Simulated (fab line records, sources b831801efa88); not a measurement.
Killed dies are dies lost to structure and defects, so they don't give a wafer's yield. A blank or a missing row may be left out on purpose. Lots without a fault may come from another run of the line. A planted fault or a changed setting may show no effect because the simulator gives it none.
fab line records | flow gf180mcu
record lots=5 wafers=15 last_day=33
route steps=602 shown V2@402 M3@409 V3@429
lots that met no fault: from a run of the same line without faults
start_h: hours from the record's first day to the start of the lot's first wafer shown | wait_h: hours since the lot's step before | " the same as in the row above | L1.1+2: a row that stands for several wafers | - no value, or no start given | * or withheld: withheld | < > ~ a bound
route shown NAME@n: a module of which the file shows steps, and the number in the route of the first | usual: mean/standard deviation of fault-free wafers | same: alike in all rows | chamber/n: place in a boat | sites: the reading at each site | _std_site: their standard deviation | _edge_site: outer sites' mean less inner sites' | radius_mm: how far each site lies from the wafer's centre | mask NAME#n: copy n | behind: the tool/chamber that last shaped the wafer | hold: why the lot was held/for how many hours/how that ended | device: the transistor (n, p or np) that didn't switch | end of line: the same wafers' tests at the end of the route | a step without rows: its recipe alone | killed: dies lost to structure and defects at the first sort, not the wafer's yield | map: a wafer's dies, x killed, . not, _ none there
set.NAME: the setting as run; set.NAME@STEP: as run at that earlier step | model.NAME: the simulator's own value behind a step, which no gauge read
lots at some steps of the route; a table a step, a row a wafer
services: from which hour (start_h, from the record's first day; less than 0 if before it) a tool's chamber was out of use, for how many hours, and why
## steps
# step GF_V2_CLEAN_20
# recipe chemistry=DIW dry=n2_spin
# columns lot.wafer tool chamber start_h wait_h
L074.1+3+4 wet_bench-01 0 476.35 0.0
L078.2+4+6 wet_bench-02 1 504.55 0.0
L081.2+5+6 wet_bench-04 3 534.93 0.0
L087.2+3+4 wet_bench-02 2 581.69 0.0
L092.2+5+6 wet_bench-02 3 612.10 0.0
# step GF_V2_SPUTTER_21
# recipe material=Ti target_thk_nm=15 chamber_pressure_pa=5 power_w=2500 substrate_temp_c=200 time_s=80.02
# usual throttle_valve_pct=30.1/1
# columns lot.wafer tool chamber start_h wait_h throttle_valve_pct
L074.1 pvd_sputter-04 - 476.45 0.0 28.8
L074.3 " - " " 30.3
L074.4 " - " " 27.9
L078.2 pvd_sputter-02 - 504.64 0.0 30.7
L078.4 " - " " 31.1
L078.6 " - " " 31.3
L081.2 pvd_sputter-04 - 535.02 0.0 30.8
L081.5 " - " " 30.5
L081.6 " - " " 29.1
L087.2 pvd_sputter-01 - 581.78 0.0 31.1
L087.3 " - " " 29.8
L087.4 " - " " 30.5
L092.2 pvd_sputter-04 - 612.19 0.0 27.9
L092.5 " - " " 28.7
L092.6 " - " " 30.5
# step GF_V2_SPUTTER_22
# recipe material=TiN target_thk_nm=10 chamber_pressure_pa=5 power_w=4000 time_s=40
# usual throttle_valve_pct=30.1/1
# columns lot.wafer tool chamber start_h wait_h throttle_valve_pct
L074.1 pvd_sputter-04 - 476.51 0.0 28.7
L074.3 " - " " 30.4
L074.4 " - " " 27.8
L078.2 pvd_sputter-02 - 504.71 0.0 30.9
L078.4 " - " " 31.3
L078.6 " - " " 31.5
L081.2 pvd_sputter-04 - 535.08 0.0 30.8
L081.5 " - " " 30.3
L081.6 " - " " 29.1
L087.2 pvd_sputter-01 - 581.84 0.0 30.3
L087.3 " - " " 29.8
L087.4 " - " " 30.1
L092.2 pvd_sputter-04 - 612.25 0.0 28.0
L092.5 " - " " 28.9
L092.6 " - " " 30.0
# step GF_V2_CVD_23
# recipe material=W target_thk_nm=350 time_s=104.94 temp_c=400 pressure_torr=40
# usual heater_power_outer_w=520/15 heater_power_w=845/22
# columns lot.wafer tool chamber start_h wait_h heater_power_outer_w heater_power_w since_wet_clean_h
L074.1 cvd_w-01 0 476.55 0.0 505 877 73
L074.3 " 1 " " 501 808 -
L074.4 " 0 " " 508 838 -
L078.2 cvd_w-02 0 504.74 0.0 543 882 594
L078.4 " 1 " " 536 856 -
L078.6 " 0 " " 542 835 -
L081.2 cvd_w-02 1 535.12 0.0 525 852 625
L081.5 " 1 " " 515 860 -
L081.6 " 0 " " 535 876 -
L087.2 cvd_w-01 1 581.88 0.0 507 790 178
L087.3 " 0 " " 517 843 -
L087.4 " 1 " " 506 822 -
L092.2 cvd_w-02 0 612.29 0.0 531 868 702
L092.5 " 0 " " 540 877 -
L092.6 " 1 " " 529 844 -
# step GF_V2_RS_MEAS_24
# recipe thk_meas_gauge=four-point-probe reads=W_of_V2_CVD_23+TiN_of_V2_SPUTTER_22+Ti_of_V2_SPUTTER_21
# usual V2_W_RS=0.328/0.0056
# columns lot.wafer tool chamber start_h wait_h V2_W_RS[ohm/sq]
L074.1 film_metro-03 - 476.67 0.1 0.321
L074.3 " - " " 0.328
L074.4 " - " " 0.316
L078.2 film_metro-02 - 504.88 0.1 0.328
L078.4 " - " " 0.328
L078.6 " - " " 0.328
L081.2 film_metro-03 - 535.25 0.1 0.335
L081.5 " - " " 0.332
L081.6 " - " " 0.330
L087.2 film_metro-02 - 582.01 0.1 0.330
L087.3 " - " " 0.320
L087.4 " - " " 0.331
L092.2 film_metro-03 - 612.43 0.1 0.340
L092.5 " - " " 0.337
L092.6 " - " " 0.333
# step GF_V2_THK_MEAS_25
# recipe thk_meas_gauge=xrf reads=W_of_V2_CVD_23
# usual V2_W_THK=359/6.3
# columns lot.wafer tool chamber start_h wait_h V2_W_THK[nm]
L074.1 film_metro-03 - 476.79 0.1 369
L074.3 " - " " 361
L074.4 " - " " 370
L078.2 film_metro-02 - 504.99 0.1 355
L078.4 " - " " 354
L078.6 " - " " 354
L081.2 film_metro-03 - 535.36 0.1 353
L081.5 " - " " 358
L081.6 " - " " 362
L087.2 film_metro-02 - 582.12 0.1 358
L087.3 " - " " 369
L087.4 " - " " 357
L092.2 film_metro-03 - 612.54 0.1 348
L092.5 " - " " 353
L092.6 " - " " 357
# step GF_V2_CMP_26
# recipe stop_on=SiO2 down_force_psi=3.5 platen_rpm=60 t_overpolish_s=15 target_thk_nm=0 pad_velocity_m_s=0.94248
# usual motor_current_A=11.0/0.97 overpolish_run_s=15.001/0.0085 slurry_filter_dp_kPa=13.49/0.15 time_to_endpoint_s=88/4.4
# columns lot.wafer tool chamber start_h wait_h motor_current_A overpolish_run_s slurry_filter_dp_kPa time_to_endpoint_s
L074.1 cmp-02 3 476.85 0.1 11.3 14.998 13.43 89
L074.4 " 0 " " 10.1 14.998 13.26 93
L074.3 " 2 " " 11.6 14.993 13.14 91
L078.2 cmp-01 0 505.14 0.1 12.2 15.004 13.76 80
L078.4 " 1 " " 9.2 15.001 13.59 84
L078.6 " 3 " " 11.8 14.999 13.63 88
L081.2 cmp-01 3 535.63 0.3 11.4 14.997 13.39 85
L081.5 " 2 " " 10.3 14.999 13.47 90
L081.6 " 3 " " 11.2 15.006 13.44 92
L087.2 cmp-01 1 582.17 0.0 10.0 15.011 13.48 87
L087.3 " 3 " " 11.9 14.998 13.26 90
L087.4 " 0 " " 11.4 15.007 13.74 79
L092.2 cmp-02 3 612.59 0.0 10.9 15.002 13.18 84
L092.5 " 3 " " 11.3 15.009 13.63 84
L092.6 " 0 " " 9.8 14.980 13.54 88
# step GF_M3_SPUTTER_00
# recipe material=Ti target_thk_nm=37.5 arriving_ion_energy_ev=80 substrate_temp_c=200 chamber_pressure_pa=2 power_w=4000 time_s=150
# usual throttle_valve_pct=30.2/1
# columns lot.wafer tool chamber start_h wait_h throttle_valve_pct
L074.1 pvd_sputter-02 - 477.15 0.2 31.3
L074.3 " - " " 29.4
L074.4 " - " " 30.5
L078.2 pvd_sputter-03 - 505.34 0.1 28.3
L078.4 " - " " 30.3
L078.6 " - " " 30.5
L081.2 pvd_sputter-02 - 535.88 0.2 29.7
L081.5 " - " " 30.6
L081.6 " - " " 29.2
L087.2 pvd_sputter-04 - 582.47 0.2 29.0
L087.3 " - " " 30.8
L087.4 " - " " 30.7
L092.2 pvd_sputter-04 - 612.89 0.2 30.4
L092.5 " - " " 27.8
L092.6 " - " " 31.0
# step GF_M3_SPUTTER_01
# recipe material=TiN target_thk_nm=30 power_w=6500 time_s=25 chamber_pressure_pa=0.4
# usual throttle_valve_pct=30.2/1
# columns lot.wafer tool chamber start_h wait_h throttle_valve_pct
L074.1 pvd_sputter-02 - 477.25 0.1 31.4
L074.3 " - " " 29.5
L074.4 " - " " 30.8
L078.2 pvd_sputter-03 - 505.44 0.1 28.5
L078.4 " - " " 30.3
L078.6 " - " " 30.5
L081.2 pvd_sputter-02 - 535.98 0.1 29.7
L081.5 " - " " 30.8
L081.6 " - " " 29.4
L087.2 pvd_sputter-04 - 582.57 0.1 28.6
L087.3 " - " " 30.6
L087.4 " - " " 30.8
L092.2 pvd_sputter-04 - 612.99 0.1 30.2
L092.5 " - " " 27.9
L092.6 " - " " 30.7
# step GF_M3_SPUTTER_02
# recipe material=AlCu target_thk_nm=450 power_w=10600 time_s=23.9 chamber_pressure_pa=0.4
# usual throttle_valve_pct=30.2/1
# columns lot.wafer tool chamber start_h wait_h throttle_valve_pct
L074.1 pvd_sputter-02 - 477.28 0.0 31.5
L074.3 " - " " 29.4
L074.4 " - " " 30.6
L078.2 pvd_sputter-03 - 505.47 0.0 28.7
L078.4 " - " " 30.3
L078.6 " - " " 30.5
L081.2 pvd_sputter-02 - 536.01 0.0 29.6
L081.5 " - " " 30.7
L081.6 " - " " 29.2
L087.2 pvd_sputter-04 - 582.60 0.0 28.8
L087.3 " - " " 31.0
L087.4 " - " " 30.9
L092.2 pvd_sputter-04 - 613.02 0.0 30.4
L092.5 " - " " 28.2
L092.6 " - " " 30.6
# step GF_M3_SPUTTER_03
# recipe material=Ti target_thk_nm=10 substrate_temp_c=300 chamber_pressure_pa=0.3 power_w=3000 time_s=6.7
# usual throttle_valve_pct=30.2/1
# columns lot.wafer tool chamber start_h wait_h throttle_valve_pct
L074.1 pvd_sputter-02 - 477.31 0.0 31.5
L074.3 " - " " 29.6
L074.4 " - " " 30.6
L078.2 pvd_sputter-03 - 505.50 0.0 28.7
L078.4 " - " " 30.1
L078.6 " - " " 30.7
L081.2 pvd_sputter-02 - 536.04 0.0 29.4
L081.5 " - " " 30.7
L081.6 " - " " 29.3
L087.2 pvd_sputter-04 - 582.63 0.0 29.0
L087.3 " - " " 31.0
L087.4 " - " " 30.9
L092.2 pvd_sputter-04 - 613.05 0.0 30.2
L092.5 " - " " 27.8
L092.6 " - " " 30.8
# step GF_M3_SPUTTER_04
# recipe material=TiN target_thk_nm=50 power_w=6500 time_s=43.44 chamber_pressure_pa=0.4
# usual throttle_valve_pct=30.2/0.99
# columns lot.wafer tool chamber start_h wait_h throttle_valve_pct
L074.1 pvd_sputter-02 - 477.33 0.0 31.4
L074.3 " - " " 29.6
L074.4 " - " " 30.8
L078.2 pvd_sputter-03 - 505.52 0.0 28.5
L078.4 " - " " 30.3
L078.6 " - " " 30.5
L081.2 pvd_sputter-02 - 536.06 0.0 29.3
L081.5 " - " " 30.6
L081.6 " - " " 29.5
L087.2 pvd_sputter-04 - 582.65 0.0 28.7
L087.3 " - " " 30.9
L087.4 " - " " 30.7
L092.2 pvd_sputter-04 - 613.07 0.0 30.0
L092.5 " - " " 28.0
L092.6 " - " " 30.9
# step GF_M3_RS_MEAS_05
# recipe thk_meas_gauge=four-point-probe reads=TiN_of_M3_SPUTTER_04+Ti_of_M3_SPUTTER_03+AlCu_of_M3_SPUTTER_02+TiN_of_M3_SPUTTER_01+Ti_of_M3_SPUTTER_00
# usual M3_ALCU_RS=0.0700/0.00097
# columns lot.wafer tool chamber start_h wait_h M3_ALCU_RS[ohm/sq]
L074.1 film_metro-02 - 477.37 0.0 0.0700
L074.3 " - " " 0.0705
L074.4 " - " " 0.0698
L078.2 film_metro-04 - 505.58 0.0 0.0718
L078.4 " - " " 0.0690
L078.6 " - " " 0.0704
L081.2 film_metro-02 - 536.12 0.0 0.0700
L081.5 " - " " 0.0682
L081.6 " - " " 0.0697
L087.2 film_metro-04 - 582.71 0.0 0.0704
L087.3 " - " " 0.0685
L087.4 " - " " 0.0685
L092.2 film_metro-02 - 613.13 0.0 0.0695
L092.5 " - " " 0.0704
L092.6 " - " " 0.0693
# step GF_M3_THK_MEAS_06
# recipe thk_meas_gauge=xrf reads=AlCu_of_M3_SPUTTER_02
# usual M3_ALCU_THK=446/6.5
# columns lot.wafer tool chamber start_h wait_h M3_ALCU_THK[nm]
L074.1 film_metro-02 - 477.49 0.1 445
L074.3 " - " " 441
L074.4 " - " " 447
L078.2 film_metro-04 - 505.69 0.1 432
L078.4 " - " " 452
L078.6 " - " " 444
L081.2 film_metro-02 - 536.23 0.1 447
L081.5 " - " " 457
L081.6 " - " " 446
L087.2 film_metro-04 - 582.82 0.1 446
L087.3 " - " " 455
L087.4 " - " " 454
L092.2 film_metro-02 - 613.24 0.1 452
L092.5 " - " " 448
L092.6 " - " " 452
# step GF_M3_DEHYDRATE_07
# recipe temp_c=200 time_s=60
# usual exhaust_pa=45.1/1.1
# columns lot.wafer tool chamber start_h wait_h exhaust_pa
L074.1 litho_track-02 0 489.22 11.7 43.9
L074.3 " 0 " " 44.0
L074.4 " 0 " " 44.4
L078.2 litho_track-04 0 516.34 10.6 45.7
L078.4 " 0 " " 45.5
L078.6 " 0 " " 45.4
L081.2 litho_track-02 0 546.54 10.3 45.9
L081.5 " 0 " " 45.5
L081.6 " 0 " " 46.3
L087.2 litho_track-03 0 592.18 9.3 47.2
L087.3 " 0 " " 47.1
L087.4 " 0 " " 46.5
L092.2 litho_track-02 0 622.64 9.4 45.4
L092.5 " 0 " " 45.5
L092.6 " 0 " " 47.0
# step GF_M3_HMDS_08
# recipe prime_time_s=60 prime_temp_c=120
# usual exhaust_pa=45.2/0.96
# same prime_time_s=60
# columns lot.wafer tool chamber start_h wait_h exhaust_pa
L074.1 litho_track-02 0 489.37 0.1 44.1
L074.3 " 0 " " 45.0
L074.4 " 0 " " 44.7
L078.2 litho_track-04 0 516.49 0.1 45.6
L078.4 " 0 " " 44.7
L078.6 " 0 " " 44.6
L081.2 litho_track-02 0 546.69 0.1 44.0
L081.5 " 0 " " 42.3
L081.6 " 0 " " 44.4
L087.2 litho_track-03 0 592.33 0.1 45.0
L087.3 " 0 " " 46.1
L087.4 " 0 " " 46.4
L092.2 litho_track-02 0 622.79 0.1 46.4
L092.5 " 0 " " 44.3
L092.6 " 0 " " 46.0
# step GF_M3_COAT_09
# recipe resist=KrF spin_rpm=withheld resist_thk_nm=1000
# usual exhaust_pa=45.0/0.82
# columns lot.wafer tool chamber start_h wait_h exhaust_pa
L074.1 litho_track-02 0 489.52 0.1 46.0
L074.3 " 0 " " 43.9
L074.4 " 0 " " 44.3
L078.2 litho_track-04 0 516.64 0.1 45.8
L078.4 " 0 " " 45.9
L078.6 " 0 " " 45.4
L081.2 litho_track-02 0 546.84 0.1 45.7
L081.5 " 0 " " 45.7
L081.6 " 0 " " 45.5
L087.2 litho_track-03 0 592.48 0.1 44.4
L087.3 " 0 " " 44.8
L087.4 " 0 " " 45.7
L092.2 litho_track-02 0 622.94 0.1 45.3
L092.5 " 0 " " 43.7
L092.6 " 0 " " 43.2
# step GF_M3_SOFTBAKE_10
# recipe temp_c=130 time_s=60 resist=KrF
# usual exhaust_pa=45.0/0.96
# columns lot.wafer tool chamber start_h wait_h exhaust_pa
L074.1 litho_track-02 0 489.67 0.1 47.3
L074.3 " 0 " " 45.3
L074.4 " 0 " " 45.7
L078.2 litho_track-04 0 516.79 0.1 44.0
L078.4 " 0 " " 44.3
L078.6 " 0 " " 45.2
L081.2 litho_track-02 0 546.99 0.1 44.9
L081.5 " 0 " " 45.0
L081.6 " 0 " " 44.4
L087.2 litho_track-03 0 592.63 0.1 46.6
L087.3 " 0 " " 46.2
L087.4 " 0 " " 45.3
L092.2 litho_track-02 0 623.09 0.1 45.9
L092.5 " 0 " " 46.8
L092.6 " 0 " " 44.2
# step GF_M3_EXPOSE_11
# recipe mask_id=Metal3 target_cd_nm=280 na=0.68 source_shape=conventional sigma_outer=0.6 dose_mj=28
# columns lot.wafer tool chamber start_h wait_h mask
L074.1+3+4 krf_scanner-02 0 - - Metal3#0
L078.2+4+6 krf_scanner-02 0 - - Metal3#0
L081.2+5+6 krf_scanner-01 0 - - Metal3#0
L087.2+3+4 krf_scanner-02 0 - - Metal3#0
L092.2+5+6 krf_scanner-01 0 - - Metal3#0
# step GF_M3_PEB_12
# recipe peb_temp_c=135 peb_time_s=90 resist=KrF
# usual exhaust_pa=44.9/0.89
# columns lot.wafer tool chamber start_h wait_h exhaust_pa
L074.1 litho_track-04 0 - - 45.0
L074.3 " 0 " " 45.0
L074.4 " 0 " " 45.5
L078.2 litho_track-03 0 - - 43.9
L078.4 " 0 " " 44.8
L078.6 " 0 " " 45.0
L081.2 litho_track-04 0 - - 45.4
L081.5 " 0 " " 43.7
L081.6 " 0 " " 42.4
L087.2 litho_track-02 0 - - 44.9
L087.3 " 0 " " 45.5
L087.4 " 0 " " 44.4
L092.2 litho_track-03 0 - - 45.6
L092.5 " 0 " " 45.9
L092.6 " 0 " " 45.5
# step GF_M3_DEVELOP_13
# recipe develop_time_s=60 dev_temp_c=21
# usual exhaust_pa=44.8/0.93
# columns lot.wafer tool chamber start_h wait_h exhaust_pa
L074.1 litho_track-04 0 501.26 0.2 46.6
L074.3 " 0 " " 44.8
L074.4 " 0 " " 45.8
L078.2 litho_track-03 0 528.58 0.2 44.8
L078.4 " 0 " " 44.2
L078.6 " 0 " " 45.0
L081.2 litho_track-04 0 558.09 0.2 45.4
L081.5 " 0 " " 44.3
L081.6 " 0 " " 45.0
L087.2 litho_track-02 0 602.49 0.2 45.9
L087.3 " 0 " " 45.4
L087.4 " 0 " " 45.6
L092.2 litho_track-03 0 633.53 0.2 43.0
L092.5 " 0 " " 43.4
L092.6 " 0 " " 43.3
# step GF_M3_CD_MEAS_14
# recipe target_cd_nm=280
# usual cd_nm=279.7/1.3
# columns lot.wafer tool chamber start_h wait_h cd_nm
L074.1 cd_sem-02 - 501.41 0.1 280.2
L074.3 " - " " 281.7
L074.4 " - " " 281.6
L078.2 cd_sem-01 - 528.72 0.1 279.7
L078.4 " - " " 280.9
L078.6 " - " " 280.1
L081.2 cd_sem-01 - 558.23 0.1 279.9
L081.5 " - " " 279.0
L081.6 " - " " 279.3
L087.2 cd_sem-01 - 602.64 0.1 278.7
L087.3 " - " " 279.3
L087.4 " - " " 279.3
L092.2 cd_sem-02 - 633.67 0.1 278.7
L092.5 " - " " 278.6
L092.6 " - " " 278.5
# step GF_M3_OVL_MEAS_15
# usual M3_OVL=1/5.2
# columns lot.wafer tool chamber start_h wait_h M3_OVL[nm]
L074.1 overlay-02 - 501.53 0.1 1
L074.3 " - " " 5
L074.4 " - " " -4
L078.2 overlay-02 - 528.83 0.1 -11
L078.4 " - " " -10
L078.6 " - " " -2
L081.2 overlay-01 - 558.34 0.1 7
L081.5 " - " " -2
L081.6 " - " " 9
L087.2 overlay-02 - 602.74 0.1 1
L087.3 " - " " 11
L087.4 " - " " 2
L092.2 overlay-02 - 633.78 0.1 2
L092.5 " - " " 0
L092.6 " - " " -3
# step GF_M3_METAL_ETCH_16
# recipe chemistry=Cl2/BCl3 mask_material=KrF target_depth_nm=627.5 stop_on=SiO2 pressure_mtorr=8 icp_w=800 bias_w=140 Cl2_flow_sccm=80 bcl3_flow_sccm=40 time_s=104.6
# usual chamber_pressure_mTorr=8.000/0.0076 drypump_motor_current_A=5.7/0.53 oes_product_au=0.972/0.0078 throttle_valve_pct=28.251/0.011
# columns lot.wafer tool chamber start_h wait_h chamber_pressure_mTorr drypump_motor_current_A oes_product_au rf_hours_counter_h throttle_valve_pct
L074.1 rie_metal-01 0 501.57 0.0 7.994 6.0 0.977 2 28.241
L074.3 " 1 " " 7.988 5.3 0.971 - 28.259
L074.4 " 0 " " 7.999 6.0 0.965 - 28.256
L078.2 rie_metal-03 1 528.86 0.0 7.979 5.5 0.965 8 28.251
L078.4 " 1 " " 8.001 5.5 0.980 - 28.240
L078.6 " 0 " " 7.993 5.0 0.969 - 28.248
L081.2 rie_metal-01 1 558.37 0.0 7.994 5.3 0.983 11 28.244
L081.5 " 0 " " 8.005 5.9 0.981 - 28.239
L081.6 " 1 " " 8.012 5.3 0.974 - 28.264
L087.2 rie_metal-04 1 602.77 0.0 8.017 5.6 0.973 2 28.268
L087.3 " 0 " " 8.006 6.5 0.974 - 28.253
L087.4 " 1 " " 8.014 5.6 0.977 - 28.229
L092.2 rie_metal-01 1 633.81 0.0 8.012 5.3 0.971 1 28.242
L092.5 " 1 " " 7.998 5.3 0.973 - 28.257
L092.6 " 0 " " 8.004 6.0 0.982 - 28.254
# step GF_M3_STRIP_17
# recipe chemistry=O2/N2 power_w=1400 pressure_mtorr=1500 platen_temp_c=250 o2_flow_sccm=3000 n2_flow_sccm=300 overash_fraction=0.5
# usual chamber_pressure_mTorr=1501/9 drypump_motor_current_A=5.8/0.36 heater_power_w=344/18 oes_product_au=0.557/0.0046 strip_time_to_endpoint_s=7.86/0.057
# columns lot.wafer tool chamber start_h wait_h chamber_pressure_mTorr drypump_motor_current_A heater_power_w oes_product_au rf_hours_counter_h strip_time_to_endpoint_s
L074.1 plasma_asher-02 1 501.68 0.1 1499 5.6 325 0.554 97 7.88
L074.3 " 0 " " 1500 5.4 331 0.555 - 7.83
L074.4 " 1 " " 1498 5.6 327 0.555 - 7.86
L078.2 plasma_asher-02 0 528.97 0.1 1496 5.4 329 0.553 100 7.81
L078.4 " 1 " " 1500 5.6 323 0.560 - 7.82
L078.6 " 1 " " 1500 5.6 320 0.556 - 7.86
L081.2 plasma_asher-04 1 558.48 0.1 1501 5.9 351 0.555 44 7.86
L081.5 " 1 " " 1500 5.9 345 0.566 - 7.92
L081.6 " 0 " " 1499 5.7 361 0.558 - 7.89
L087.2 plasma_asher-04 0 602.89 0.1 1502 5.7 354 0.549 49 7.88
L087.3 " 0 " " 1500 5.8 352 0.558 - 7.88
L087.4 " 1 " " 1499 5.9 352 0.557 - 7.87
L092.2 plasma_asher-02 0 633.92 0.1 1500 5.4 333 0.555 113 7.91
L092.5 " 1 " " 1501 5.6 321 0.563 - 7.92
L092.6 " 0 " " 1499 5.4 321 0.557 - 7.89
# step GF_M3_STRIP_18
# recipe chemistry=post_etch_residue_remover time_s=1200 temp_c=72.5
# columns lot.wafer tool chamber start_h wait_h
L074.1+3+4 wet_bench-04 0 501.78 0.1
L078.2+4+6 wet_bench-04 2 529.07 0.1
L081.2+5+6 wet_bench-01 1 558.58 0.1
L087.2+3+4 wet_bench-01 1 602.99 0.1
L092.2+5+6 wet_bench-01 3 634.02 0.1
# step GF_M3_CLEAN_19
# recipe chemistry=DIW dry=n2_spin
# columns lot.wafer tool chamber start_h wait_h
L074.1+3+4 wet_bench-01 0 502.12 0.0
L078.2+4+6 wet_bench-03 0 529.41 0.0
L081.2+5+6 wet_bench-03 3 558.92 0.0
L087.2+3+4 wet_bench-03 0 603.33 0.0
L092.2+5+6 wet_bench-03 1 634.36 0.0
# step GF_V3_CVD_00
# recipe material=SiO2 target_thk_nm=600 sigma_open_frac=0.3 temp_c=400 time_s=100 sih4_flow_sccm=60 pressure_mtorr=6
# usual sih4_flow_sccm=60.02/0.19
# columns lot.wafer tool chamber start_h wait_h sih4_flow_sccm
L074.1 hdpcvd-01 2 502.21 0.0 59.99
L074.3 " 0 " " 60.21
L074.4 " 2 " " 59.93
L078.2 hdpcvd-01 0 529.50 0.0 59.94
L078.4 " 1 " " 60.37
L078.6 " 0 " " 60.29
L081.2 hdpcvd-01 0 559.01 0.0 59.76
L081.5 " 0 " " 59.91
L081.6 " 1 " " 59.73
L087.2 hdpcvd-02 0 603.44 0.0 60.03
L087.3 " 1 " " 60.01
L087.4 " 0 " " 60.04
L092.2 hdpcvd-01 2 634.45 0.0 59.81
L092.5 " 1 " " 60.08
L092.6 " 2 " " 59.86
# step GF_V3_THK_MEAS_01
# recipe reads=SiO2_of_V3_CVD_00
# usual V3_CVD_00_THK=599/8.1
# columns lot.wafer tool chamber start_h wait_h V3_CVD_00_THK[nm]
L074.1 film_metro-01 - 502.28 0.0 597
L074.3 " - " " 591
L074.4 " - " " 605
L078.2 film_metro-04 - 529.59 0.0 594
L078.4 " - " " 591
L078.6 " - " " 601
L081.2 film_metro-04 - 559.09 0.0 603
L081.5 " - " " 600
L081.6 " - " " 605
L087.2 film_metro-01 - 603.52 0.0 598
L087.3 " - " " 598
L087.4 " - " " 593
L092.2 film_metro-04 - 634.53 0.0 613
L092.5 " - " " 594
L092.6 " - " " 618
# step GF_V3_CVD_02
# recipe material=SiO2 target_thk_nm=850 precursor=TEOS temp_c=400 time_s=94.851 rf_w=600
# usual heater_power_outer_w=398/73 heater_power_w=688/88
# columns lot.wafer tool chamber start_h wait_h heater_power_outer_w heater_power_w since_wet_clean_h
L074.1 pecvd-01 1 502.34 0.1 444 808 536
L074.3 " 0 " " 423 653 -
L074.4 " 1 " " 479 844 -
L078.2 pecvd-01 1 529.64 0.0 504 866 563
L078.4 " 2 " " 396 736 -
L078.6 " 1 " " 379 704 -
L081.2 pecvd-02 1 559.14 0.0 499 746 385
L081.5 " 2 " " 312 639 -
L081.6 " 1 " " 515 785 -
L087.2 pecvd-03 0 603.57 0.0 346 571 221
L087.3 " 1 " " 384 724 221
L087.4 " 0 " " 374 616 -
L092.2 pecvd-03 2 634.58 0.0 444 736 252
L092.5 " 1 " " 324 638 -
L092.6 " 2 " " 343 586 -
# step GF_V3_THK_MEAS_03
# recipe reads=SiO2_of_V3_CVD_02
# usual V3_CVD_02_THK=855/12
# columns lot.wafer tool chamber start_h wait_h V3_CVD_02_THK[nm]
L074.1 film_metro-04 - 502.45 0.1 822
L074.3 " - " " 843
L074.4 " - " " 829
L078.2 film_metro-03 - 529.72 0.0 847
L078.4 " - " " 859
L078.6 " - " " 861
L081.2 film_metro-04 - 559.22 0.0 867
L081.5 " - " " 868
L081.6 " - " " 869
L087.2 film_metro-04 - 603.65 0.0 857
L087.3 " - " " 863
L087.4 " - " " 863
L092.2 film_metro-03 - 634.66 0.0 836
L092.5 " - " " 855
L092.6 " - " " 838
# step GF_V3_CMP_04
# recipe material=SiO2 down_force_psi=4 platen_rpm=60 pad_velocity_m_s=0.94248
# usual motor_current_A=11.9/1.2 slurry_filter_dp_kPa=13.49/0.13 time_to_endpoint_s=85/6.7
# columns lot.wafer tool chamber start_h wait_h motor_current_A slurry_filter_dp_kPa time_to_endpoint_s
L074.3 cmp-02 1 502.56 0.1 12.8 13.96 81
L074.1 " 2 " " 13.2 13.45 80
L074.4 " 3 " " 12.3 13.61 77
L078.4 cmp-01 0 530.02 0.3 13.1 13.63 83
L078.2 " 3 " " 12.8 13.56 89
L078.6 " 1 " " 10.8 13.51 88
L081.2 cmp-01 3 559.32 0.1 12.6 13.72 100
L081.5 " 2 " " 11.4 13.26 97
L081.6 " 3 " " 12.7 13.46 99
L087.4 cmp-01 1 603.70 0.0 10.5 13.33 84
L087.3 " 2 " " 10.3 13.66 83
L087.2 " 3 " " 12.5 13.56 88
L092.2 cmp-01 3 634.71 0.0 13.2 13.49 81
L092.5 " 3 " " 12.7 13.52 86
L092.6 " 0 " " 13.6 13.62 72
# step GF_V3_BOW_MEAS_05
# recipe mode=bow
# usual V3_BOW=117/8.2
# columns lot.wafer tool chamber start_h wait_h V3_BOW[um]
L074.1 film_metro-04 - 502.81 0.1 114
L074.3 " - " " 105
L074.4 " - " " 118
L078.2 film_metro-04 - 530.34 0.1 98
L078.4 " - " " 110
L078.6 " - " " 100
L081.2 film_metro-01 - 559.59 0.2 122
L081.5 " - " " 107
L081.6 " - " " 115
L087.2 film_metro-03 - 604.02 0.2 130
L087.3 " - " " 123
L087.4 " - " " 120
L092.2 film_metro-01 - 635.04 0.3 106
L092.5 " - " " 119
L092.6 " - " " 105
# step GF_V3_DEHYDRATE_06
# recipe temp_c=200 time_s=60
# usual exhaust_pa=45.1/0.78
# columns lot.wafer tool chamber start_h wait_h exhaust_pa
L074.1 litho_track-02 0 514.17 11.3 45.1
L074.3 " 0 " " 45.8
L074.4 " 0 " " 46.1
L078.2 litho_track-04 0 540.79 10.4 44.8
L078.4 " 0 " " 44.6
L078.6 " 0 " " 45.2
L081.2 litho_track-02 0 569.49 9.9 43.7
L081.5 " 0 " " 44.7
L081.6 " 0 " " 43.1
L087.2 litho_track-02 0 613.99 10.0 46.0
L087.3 " 0 " " 44.8
L087.4 " 0 " " 44.7
L092.2 litho_track-04 0 644.78 9.7 45.2
L092.5 " 0 " " 44.3
L092.6 " 0 " " 45.2
# step GF_V3_HMDS_07
# recipe prime_time_s=60 prime_temp_c=120
# usual exhaust_pa=44.8/0.93
# same prime_time_s=60
# columns lot.wafer tool chamber start_h wait_h exhaust_pa
L074.1 litho_track-02 0 514.32 0.1 45.8
L074.3 " 0 " " 45.9
L074.4 " 0 " " 44.7
L078.2 litho_track-04 0 540.94 0.1 45.8
L078.4 " 0 " " 46.3
L078.6 " 0 " " 45.9
L081.2 litho_track-02 0 569.64 0.1 44.0
L081.5 " 0 " " 44.2
L081.6 " 0 " " 45.3
L087.2 litho_track-02 0 614.14 0.1 43.8
L087.3 " 0 " " 44.1
L087.4 " 0 " " 46.0
L092.2 litho_track-04 0 644.93 0.1 46.6
L092.5 " 0 " " 44.1
L092.6 " 0 " " 44.7
## services
# columns tool chamber start_h hours kind
pvd_sputter-03 - 454.13 1.9 repair
krf_scanner-01 - 460.04 1.3 pm
cmp-01 - 462.85 4.0 repair
pvd_sputter-04 - 467.76 6.6 repair
krf_scanner-02 - 468.26 0.8 pm
pecvd-03 1 471.33 16.0 repair
pvd_sputter-03 - 477.96 1.2 repair
hdpcvd-01 - 481.84 5.0 repair
hdpcvd-01 - 485.62 0.7 repair
krf_scanner-02 - 486.91 1.0 pm
pvd_sputter-02 - 525.27 2.6 repair
pvd_sputter-02 - 528.16 1.8 repair
cmp-02 - 529.69 1.1 repair
cmp-02 - 531.84 7.0 pm
pvd_sputter-03 - 544.95 1.1 repair
krf_scanner-02 - 561.47 1.3 pm
hdpcvd-01 1 565.14 15.6 repair
cmp-01 - 572.00 4.0 pm
rie_metal-01 - 580.50 0.3 repair
cmp-01 - 588.73 1.0 repair
cmp-01 - 592.49 0.5 repair
wet_bench-04 - 593.09 20.1 pm
rie_metal-01 - 625.71 2.6 repair
krf_scanner-02 - 637.24 0.8 pm
## key
fault none
